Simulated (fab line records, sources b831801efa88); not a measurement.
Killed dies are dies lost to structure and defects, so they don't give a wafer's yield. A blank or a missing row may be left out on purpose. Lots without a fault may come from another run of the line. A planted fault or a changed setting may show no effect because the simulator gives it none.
Which tool did it? | flow gf180mcu | 11 lots, 33 wafers sampled, at 2 steps of a route of 602

WHAT THE GAUGES READ, wafer by wafer
GF_V5_CD_MEAS_14: target cd 260 nm.
lot  | measured     | on        | cd_nm (nm)
L580 | day 27 01:46 | cd_sem-02 | 260.7 260.0 261.2
L584 | day 29 06:31 | cd_sem-02 | 261.8 262.1 262.8
L586 | day 29 14:50 | cd_sem-02 | 258.9 258.1 257.5
L587 | day 30 01:41 | cd_sem-01 | 260.9 261.2 259.5
L589 | day 30 09:25 | cd_sem-01 | 260.6 258.5 260.2
L595 | day 32 00:23 | cd_sem-01 | 261.9 260.5 262.2
L596 | day 32 07:26 | cd_sem-01 | 258.0 259.2 259.4
L597 | day 32 14:05 | cd_sem-02 | 259.8 259.7 260.8
L598 | day 32 20:14 | cd_sem-02 | 258.5 259.5 259.1
L601 | day 33 17:24 | cd_sem-01 | 259.6 260.2 259.6
L602 | day 33 18:04 | cd_sem-01 | 260.9 260.2 260.7

GF_V5_OVL_MEAS_15.
lot  | measured     | on         | V5_OVL (nm)
L580 | day 27 01:52 | overlay-01 | 8 13 -2
L584 | day 29 06:38 | overlay-02 | 6 3 8
L586 | day 29 14:56 | overlay-01 | 6 1 7
L587 | day 30 01:48 | overlay-01 | 6 7 -1
L589 | day 30 09:32 | overlay-01 | 10 -5 6
L595 | day 32 00:30 | overlay-01 | 8 2 2
L596 | day 32 07:33 | overlay-02 | -5 -6 -4
L597 | day 32 14:12 | overlay-01 | 3 -5 -1
L598 | day 32 20:21 | overlay-01 | 0 -2 -7
L601 | day 33 17:31 | overlay-01 | 9 2 2
L602 | day 33 18:10 | overlay-01 | -3 0 1

WHICH TOOL RAN EACH LOT (tool, then ch and the chambers of the sampled wafers, then the start)
The record holds no process step before these readings.

WHAT THE TOOLS THEMSELVES READ (means of the sampled wafers that have a number; where no wafer has one, the mark that the record gives instead)
The record holds no such reading with a usual standard deviation.

THE ANSWER, worked out from the rows above alone
Rule: what is usual is taken from the lots themselves. Put in order of their means at a reading, lots are off if they are a third of the lots or fewer, leave a main group of 4 or more, and stand apart from it by a gap of 3 or more times the standard deviation of the main group's means; of several such gaps the widest counts. A main group whose means are all the same, to the digits that the tables above print for the reading, isn't used. A lot without any number at a reading at which 4 lots or more have one is off too. The other lots that the step has rows for count as sound. The gauges are gone through in route order, then the tools' own readings, and for those a lot's mean is taken as printed above. The first step at which some lot is off is used, and at that step the reading that is off furthest; a lot without a number counts as furthest.
No lot is off at any reading shown: from this, nothing can be told.

WHAT THE SIMULATOR HAD PUT IN
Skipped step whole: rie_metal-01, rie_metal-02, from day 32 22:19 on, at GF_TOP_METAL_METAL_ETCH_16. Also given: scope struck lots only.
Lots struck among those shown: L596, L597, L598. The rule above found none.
